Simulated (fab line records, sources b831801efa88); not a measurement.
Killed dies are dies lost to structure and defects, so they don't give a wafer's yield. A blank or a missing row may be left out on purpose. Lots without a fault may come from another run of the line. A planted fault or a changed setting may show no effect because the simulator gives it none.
One fault seen from 2 desks | flow sky130 | each desk has only its own numbers; what lay behind them comes last

THE TOOL OWNER'S DESK: pecvd-02
The tool's own readings at SKY_PASSIVATION_CVD_00 (deposits SiO2, target thk 90 nm): means of the sampled wafers that have a number, for each lot that ran on this tool. A lot is out of limits, marked OUT, if its mean lies more than 4 standard deviations from the usual mean; the brackets give that distance.
Columns: A = heater_power_w at SKY_PASSIVATION_CVD_00, usual 678 W
lot  | first seen here | A
L613 | day 44 06:24    | 717
L615 | day 45 01:43    | 755
L618 | day 45 20:58    | 674
L628 | day 48 16:11    | 587
L627 | day 48 16:55    | 687
L631 | day 48 22:06    | 651
L633 | day 49 10:13    | 674
This desk's finding: nothing out of limits on any of the 7 lots.

THE METROLOGY DESK
What the gauges read, lot by lot, whatever tool the lot ran on: means of the sampled wafers that have a number. A lot is out of limits, marked OUT, if its mean lies more than 4 standard deviations from the usual mean; the brackets give that distance.
Columns: A = PASSIVATION_CVD_00_THK at SKY_PASSIVATION_THK_MEAS_01, usual 90.0 nm; B = PAD_OPEN_BOW at SKY_PAD_OPEN_BOW_MEAS_13, usual 46 um
lot  | first seen here | A               | B
L613 | day 44 06:26    | 89.4            | 38
L615 | day 45 01:44    | 75.2 (-9.9) OUT | 39
L618 | day 45 20:59    | 76.4 (-9.1) OUT | 60
L624 | day 47 01:56    | 89.0            | 43
L623 | day 47 10:04    | 89.0            | 43
L625 | day 47 13:47    | 89.9            | 49
L628 | day 48 16:13    | 90.4            | 53
L627 | day 48 16:57    | 90.2            | 47
L631 | day 48 22:08    | 90.0            | 49
L632 | day 49 01:25    | 93.0            | 42
L633 | day 49 10:15    | 90.1            | 38
L634 | day 49 14:20    | 91.4            | 49
This desk's finding: out of limits on L615, L618; first on L615, day 45 01:44 (PASSIVATION_CVD_00_THK at SKY_PASSIVATION_THK_MEAS_01). In limits: L613, L624, L623, L625, L628, L627, L631, L632, L633, L634.

PUT TOGETHER
The metrology desk could have raised an alarm at day 45 01:44, on L615, L618.
The tool owner's desk saw nothing out of limits.
The tool owner's desk has L615, L618 on record, within its limits.
Of the lots named, all ran SKY_PASSIVATION_CVD_00 on pecvd-02.

WHAT THE SIMULATOR HAD PUT IN
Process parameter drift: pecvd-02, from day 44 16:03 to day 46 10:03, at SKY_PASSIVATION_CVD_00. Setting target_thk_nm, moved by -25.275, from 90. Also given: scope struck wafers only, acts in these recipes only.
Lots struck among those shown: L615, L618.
Hours from the fault's start to each desk's first reading out of limits: the metrology desk, 10.
